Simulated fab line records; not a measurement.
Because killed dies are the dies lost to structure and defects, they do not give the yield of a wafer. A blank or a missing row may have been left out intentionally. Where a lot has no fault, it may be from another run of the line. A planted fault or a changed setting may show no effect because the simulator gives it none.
Which tool was responsible? ; flow gf180mcu ; 13 lots, 39 wafers sampled, at 5 steps of a route of 602

WHAT THE GAUGES READ, wafer by wafer
GF_HV_LDD_TW_MEAS_38.
lot;measured;on;HV_LDD_3_TW
L589;day 12 06:42;film metro-03;1433 1430 1443
L592;day 12 22:21;film metro-04;1439 1432 1438
L594;day 13 18:41;film metro-01;1433 1432 1420
L596;day 14 15:02;film metro-03;1435 1425 1433
L598;day 15 00:23;film metro-03;1439 1438 1427
L599;day 15 08:28;film metro-03;1431 1427 1435
L600;day 15 09:59;film metro-04;1433 1440 1438
L601;day 15 19:56;film metro-04;1440 1434 1430
L607;day 17 14:17;film metro-03;1400 1401 1401
L608;day 17 22:14;film metro-03;1405 1394 1398
L609;day 18 05:05;film metro-03;1436 1435 1439
L610;day 18 14:46;film metro-04;1441 1434 1439
L611;day 19 02:40;film metro-04;1422 1426 1433

GF_HV_LDD_RS_MEAS_53: the measuring method here is four-point-probe.
lot;measured;on;HV_LDD_RS (ohm/sq)
L589;day 13 02:36;film metro-04;418.6 418.8 417.8
L592;day 13 18:16;film metro-01;417.9 417.3 418.1
L594;day 14 15:46;film metro-04;418.2 417.5 418.3
L596;day 15 12:17;film metro-03;418.0 417.9 418.2
L598;day 15 22:06;film metro-03;418.3 419.5 419.0
L599;day 16 06:34;film metro-04;419.2 418.9 419.3
L600;day 16 07:54;film metro-04;419.1 417.9 417.7
L601;day 16 18:39;film metro-03;417.4 417.9 418.7
L607;day 18 12:59;film metro-01;424.2 424.8 425.5
L608;day 18 22:15;film metro-04;423.5 423.4 423.6
L609;day 19 05:23;film metro-03;416.8 417.9 417.3
L610;day 19 15:06;film metro-01;418.8 418.6 418.6
L611;day 20 03:22;film metro-03;417.2 418.8 418.3

GF_M1_CD_MEAS_14: the cd target is 230 nm.
lot;measured;on;cd nm (nm)
L589;day 17 21:51;cd sem-01;230.8 228.0 228.7
L592;day 18 17:13;cd sem-02;230.2 231.6 230.6
L594;day 19 17:08;cd sem-02;229.7 230.2 229.6
L596;day 20 16:56;cd sem-01;229.7 229.8 230.7
L598;day 21 02:10;cd sem-02;230.9 230.3 229.3
L599;day 21 09:31;cd sem-01;230.1 231.3 231.0
L600;day 21 11:25;cd sem-02;228.8 228.3 228.7
L601;day 21 21:49;cd sem-01;228.0 229.3 229.2
L607;day 23 16:40;cd sem-01;230.3 228.8 230.4
L608;day 24 01:16;cd sem-01;229.6 229.9 228.9
L609;day 24 08:25;cd sem-01;229.1 227.7 228.7
L610;day 24 16:22;cd sem-01;228.7 230.5 229.7
L611;day 25 04:16;cd sem-01;230.7 229.9 231.1

GF_V1_CD_MEAS_14: the cd target is 260 nm.
lot;measured;on;cd nm (nm)
L589;day 18 22:26;cd sem-01;261.0 261.5 261.9
L592;day 19 18:28;cd sem-01;260.2 259.5 261.4
L594;day 20 18:56;cd sem-01;258.3 258.9 258.9
L596;day 21 17:47;cd sem-02;260.1 260.7 261.8
L598;day 22 03:07;cd sem-01;257.3 258.6 257.8
L599;day 22 10:13;cd sem-02;256.6 259.7 257.6
L600;day 22 11:55;cd sem-01;257.8 257.8 258.0
L601;day 22 22:22;cd sem-01;258.3 258.0 256.9
L607;day 24 16:07;cd sem-01;260.9 259.6 259.5
L608;day 25 00:31;cd sem-01;261.2 261.0 260.7
L609;day 25 07:28;cd sem-01;260.7 259.8 260.0
L610;day 25 15:13;cd sem-02;259.2 259.4 259.8
L611;day 26 03:16;cd sem-01;261.9 260.4 260.5

WHICH TOOL RAN EACH LOT (tool, then ch and the chambers of the sampled wafers, then the start)
lot;GF_HV_LDD_IMPLANT_33
L589;implanter-02 ch 0, day 12 06:02
L592;implanter-04 ch 0, day 12 21:39
L594;implanter-02 ch 0, day 13 18:00
L596;implanter-02 ch 0, day 14 14:21
L598;implanter-02 ch 0, day 14 23:41
L599;implanter-02 ch 0, day 15 07:46
L600;implanter-02 ch 0, day 15 09:17
L601;implanter-02 ch 0, day 15 19:14
L607;implanter-02 ch 0, day 17 13:37
L608;implanter-02 ch 0, day 17 21:32
L609;implanter-04 ch 0, day 18 04:25
L610;implanter-04 ch 0, day 18 14:04
L611;implanter-04 ch 0, day 19 01:58
- GF_HV_LDD_IMPLANT_33

AS READ BY THE TOOLS THEMSELVES (means over the sampled wafers that have a number; for cases with no such wafer, the mark the record gives instead)
GF_HV_LDD_IMPLANT_33.
lot;tool;dose ions cm2;faraday current uA
L589;implanter-02;7.499e+12;41.6
L592;implanter-04;7.497e+12;42.9
L594;implanter-02;7.506e+12;42.4
L596;implanter-02;7.495e+12;41.8
L598;implanter-02;7.498e+12;42.5
L599;implanter-02;7.508e+12;42.7
L600;implanter-02;7.510e+12;42.1
L601;implanter-02;7.505e+12;42.4
L607;implanter-02;5.542e+12;31.5
L608;implanter-02;5.524e+12;31.0
L609;implanter-04;7.501e+12;42.0
L610;implanter-04;7.502e+12;43.3
L611;implanter-04;7.500e+12;41.8

THE ANSWER, worked out from the rows above alone
Rule: what is usual is taken from the lots themselves. Put in order of their means at a reading, lots are off if they are a third of the lots or fewer, leave a main group of 4 or more, and stand apart from it by a gap of 3 or more times the standard deviation of the main group's means; of several such gaps the widest counts. A main group is skipped when, at the precision printed for the reading in the tables above, its means are all equal. Also off: a lot with no number at a reading for which 4 or more lots have one. The other lots that the step has rows for count as sound. Order of review: gauges by route order, followed by the tools' own readings, for which a lot's mean as printed above is used. At the first step where some lot is off, the reading lying furthest off is the one used; lots without a number count as furthest.
Off: L607, L608, seen at GF_HV_LDD_TW_MEAS_38 (HV_LDD_3_TW). For the main group the mean is 1434 and the standard deviation 3.5.
If a tool, at a process step before that reading, ran all the lots that are off and no sound lot after the first of them, it fits. Not tried: the gauges at GF_HV_LDD_TW_MEAS_38; whatever is off there is also off at GF_HV_LDD_RS_MEAS_53, on other tools, and gauge error can't account for it. One candidate fits, namely implanter-02 at GF_HV_LDD_IMPLANT_33. A fault onset in the window from L601 (day 15 19:14, its last sound lot) to L607 (day 17 13:37, its first lot off) fits.
The tool's own readings at GF_HV_LDD_IMPLANT_33 bear it out: on the lots that are off they differ by more than 5 times the standard deviation of the sound lots' means. dose ions cm2 reads 5.533e+12 there against 7.502e+12 on the sound lots; faraday current uA reads 31.2 there against 42.3 on the sound lots.

WHAT THE SIMULATOR HAD INSERTED
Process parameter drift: implanter-02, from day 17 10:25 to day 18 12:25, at GF_HV_LDD_IMPLANT_33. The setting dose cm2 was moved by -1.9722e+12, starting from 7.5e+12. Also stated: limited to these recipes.
Struck lots among those shown: L607, L608. The same result came from the rule above.
